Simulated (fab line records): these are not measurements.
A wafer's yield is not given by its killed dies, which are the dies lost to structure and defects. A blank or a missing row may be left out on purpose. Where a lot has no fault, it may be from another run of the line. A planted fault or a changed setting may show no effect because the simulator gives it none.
The tool behind it: which one?    flow sky130    41 wafers from 14 lots sampled at 3 of the route's 708 steps

WHAT THE GAUGES SHOWED, per wafer
SKY_SD_N_RS_MEAS_16: measurement is done with a four-point probe. Usual: for SD_N_RS the level is 68.45 ohm/sq and the standard deviation is 0.11.
lot   measured      on             SD_N_RS (ohm/sq)   flag
L887  day 29 05:08  film_metro-02  68.41 68.29 68.58  
L890  day 30 07:55  film_metro-03  68.41 68.48 68.54  
L889  day 30 08:12  film_metro-02  68.38 68.43 68.44  
L892  day 30 11:11  film_metro-02  68.56 68.62 68.56  
L891  day 31 01:05  film_metro-01  68.18 68.31 68.29  
L893  day 31 10:14  film_metro-01  68.25 68.28 68.41  
L894  day 31 13:22  film_metro-02  68.41 68.53 68.33  
L896  day 31 22:32  film_metro-02  68.42 68.43 68.51  
L895  day 32 01:04  film_metro-02  68.46 68.64 68.48  
L897  day 33 07:29  film_metro-02  68.42 68.45 68.46  
L902  day 33 08:58  film_metro-01  68.55 68.46        
L905  day 34 03:38  film_metro-03  68.39 68.40 68.40  
L908  day 35 02:41  film_metro-01  68.35 68.44 68.28  
L909  day 35 07:41  film_metro-03  68.56 68.58 68.38  

SKY_LI_CONTACT_THK_MEAS_01. Usual: for LI_CONTACT_HDPCVD_THK the level is 931 nm and the standard deviation is 8.1.
lot   measured      on             LI_CONTACT_HDPCVD_THK (nm)  flag
L887  day 29 05:37  film_metro-01  936 934 929                 
L890  day 30 08:23  film_metro-03  939 936 931                 
L889  day 30 08:47  film_metro-01  917 925 922                 
L892  day 30 11:40  film_metro-01  925 918 940                 
L891  day 31 01:34  film_metro-01  944 932 935                 
L893  day 31 10:43  film_metro-01  939 939 938                 
L894  day 31 13:59  film_metro-02  920 912 917                 
L896  day 31 22:59  film_metro-01  943 936 942                 
L895  day 32 01:32  film_metro-02  944 939 941                 
L897  day 33 07:56  film_metro-01  922 932 920                 
L902  day 33 09:25  film_metro-02  932 943                     
L905  day 34 04:08  film_metro-01  928 916 918                 
L908  day 35 03:10  film_metro-03  947 930 922                 
L909  day 35 08:10  film_metro-01  933 939 941                 

SKY_LI_CONTACT_BOW_MEAS_03. Usual: for LI_CONTACT_BOW the level is 56 um and the standard deviation is 6.5.
lot   measured      on             LI_CONTACT_BOW (um)  flag
L887  day 29 05:58  film_metro-01  47 36 45             
L890  day 30 08:46  film_metro-02  49 53 52             
L889  day 30 09:09  film_metro-01  55 45 49             
L892  day 30 12:02  film_metro-01  58 62 62             
L891  day 31 01:56  film_metro-01  53 59 57             
L893  day 31 11:04  film_metro-01  61 51 65             
L894  day 31 14:21  film_metro-02  63 53 48             
L896  day 31 23:22  film_metro-02  58 57 51             
L895  day 32 01:54  film_metro-03  59 53 56             
L897  day 33 08:19  film_metro-01  49 66 62             
L902  day 33 09:49  film_metro-03  50 56                
L905  day 34 04:29  film_metro-02  51 51 56             
L908  day 35 03:32  film_metro-01  53 53 51             
L909  day 35 08:32  film_metro-03  69 60 56             

TOOL THAT RAN EACH LOT (tool first, then ch and the chambers of the sampled wafers, then the start)
The record shows no process step preceding these readings.

AS READ BY THE TOOLS THEMSELVES (means over the sampled wafers that have a number; for cases with no such wafer, the mark the record gives instead)
The record holds no such reading with a usual standard deviation.

THE ANSWER, worked out from the rows above alone
Rule: take the mean of a lot's wafers that have a number; if it is more than 3 standard deviations from the usual mean, the lot is off. A lot without any number at a reading at which 4 lots or more have one is off too. Where the step has rows for the other lots, those lots are counted as sound. The gauges are gone through in route order, then the tools' own readings, and for those a lot's mean is taken as printed above. The first step at which some lot is off is used, and at that step the reading that is off furthest; a lot without a number counts as furthest.
No lot is off on any of the readings shown, so nothing can be concluded from this.

WHAT THE SIMULATOR HAD PUT IN
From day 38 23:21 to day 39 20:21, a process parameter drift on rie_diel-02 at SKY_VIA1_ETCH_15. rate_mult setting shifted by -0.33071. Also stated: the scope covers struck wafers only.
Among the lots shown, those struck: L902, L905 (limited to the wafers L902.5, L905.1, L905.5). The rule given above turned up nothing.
